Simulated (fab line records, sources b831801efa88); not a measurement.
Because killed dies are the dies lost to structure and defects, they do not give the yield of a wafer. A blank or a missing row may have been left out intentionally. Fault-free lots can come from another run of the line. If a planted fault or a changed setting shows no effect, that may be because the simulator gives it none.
Split-lot experiment    flow sfq line    23 wafers read across 5 lots, on a route 325 steps long

== THE SPLIT ITSELF ==
At SFQ_TRILAYER_I2_VIA_LITHO_EXPOSE_068 (exposes mask I2, target cd 500 nm), the setting dose mj was moved away from the recipe's 21.3 on 11 of the 23 wafers read, by -4.6% to +5.7%. For the rest of the wafers, this setting stayed at what the recipe calls for.

Between the split and the reading, the file records no step.

== THE READING ==
I2.cd nm (the simulator's own value, which no gauge read), in nm, at SFQ_TRILAYER_I2_VIA_BARC_OPEN_VIA_ETCH_096 (etches BARC in O2, target depth 125 nm, time 41.7 s). The file does not state a usual value for it. Here, 12 wafers ran the recipe; their average is 520.6 nm with a standard deviation of 1.4 nm.

wafer   tool, chamber at the split  dose mj as run  against the recipe  I2.cd nm, nm  against lot-mates on the recipe
L075.1  krf scanner-01, 0           21.3            recipe              522           -
L075.2  krf scanner-01, 0           20.81           -2.3%               518.9         -3.0
L075.3  krf scanner-01, 0           20.81           -2.3%               516.6         -5.2
L075.5  krf scanner-01, 0           20.81           -2.3%               516.9         -5.0
L075.6  krf scanner-01, 0           21.3            recipe              521.7         -
L077.1  krf scanner-01, 0           21.3            recipe              521.4         -
L077.3  krf scanner-01, 0           20.33           -4.6%               513.3         -6.9
L077.4  krf scanner-01, 0           21.3            recipe              520.7         -
L077.5  krf scanner-01, 0           21.3            recipe              518.6         -
L077.6  krf scanner-01, 0           20.33           -4.6%               511.3         -8.9
L078.1  krf scanner-01, 0           21.3            recipe              519.5         -
L078.5  krf scanner-01, 0           21.3            recipe              520.6         -
L078.6  krf scanner-01, 0           21.3            recipe              519.7         -
L079.2  krf scanner-02, 0           22.52           +5.7%               529.5         +10.4
L079.3  krf scanner-02, 0           21.3            recipe              518.4         -
L079.4  krf scanner-02, 0           21.3            recipe              519.9         -
L079.5  krf scanner-02, 0           22.52           +5.7%               528.4         +9.2
L079.6  krf scanner-02, 0           22.52           +5.7%               529.3         +10.1
L080.1  krf scanner-02, 0           21.3            recipe              522.9         -
L080.2  krf scanner-02, 0           22.42           +5.3%               531.2         +8.6
L080.3  krf scanner-02, 0           22.42           +5.3%               530.1         +7.5
L080.4  krf scanner-02, 0           21.3            recipe              522.4         -
L080.5  krf scanner-02, 0           22.42           +5.3%               531.7         +9.1

FIT RESULTS
A straight line over all 23 wafers: I2.cd nm changes by +1.7 nm for each +1% of dose mj; r = +0.97; the points scatter about the line by 1.5 nm.
The same after taking each lot's own level away (the mean of its wafers on the recipe; 23 wafers): +1.7 nm for each +1%; r = +0.99; scatter 0.84 nm.
That fit puts the effect of the largest move of dose mj on the reading at 9.8 nm.
From 519.15 to 522.65 nm: that is the span of the lots' own levels, equal to 2.5 times the standard deviation above.
The two slopes agree, so the slope changes little with the lot-to-lot level.
Check: +9.5 nm against its lot-mates is what the line predicts for one of the wafers moved furthest among these (+5.7%) when that wafer is left out of the fit. Against them it came out at +10.4 nm.

== FURTHER SPLITS ON THESE WAFERS ==
Note: prior to the reading, these wafers also went through further splits. Each is held against what the fit with the lots' levels taken away leaves over:
other split on the same wafers                     wafers away from the commonest value  r with I2.cd nm (lot level and that fit taken away)
SFQ_TRILAYER_M1_LITHO_PEB_042 peb temp c           10                                    -0.17
SFQ_TRILAYER_I1_DEP_PECVD_045 time s               10                                    -0.15
SFQ_TRILAYER_I1_VIA_LITHO_COAT_054 spin rpm        5                                     +0.16
SFQ_TRILAYER_I1_VIA_BARC_OPEN_VIA_ETCH_071 time s  7                                     +0.11
SFQ_TRILAYER_M2_LITHO_COAT_062 resist thk nm       8                                     -0.04
SFQ_TRILAYER_M2_LITHO_COAT_057 spin rpm            11                                    -0.01
SFQ_TRILAYER_I2_DEP_PECVD_063 time s               4                                     -0.08

== FILE'S OWN FIT ==
I2.cd nm changes by +1.7 nm for each +1% of dose mj, r = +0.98.
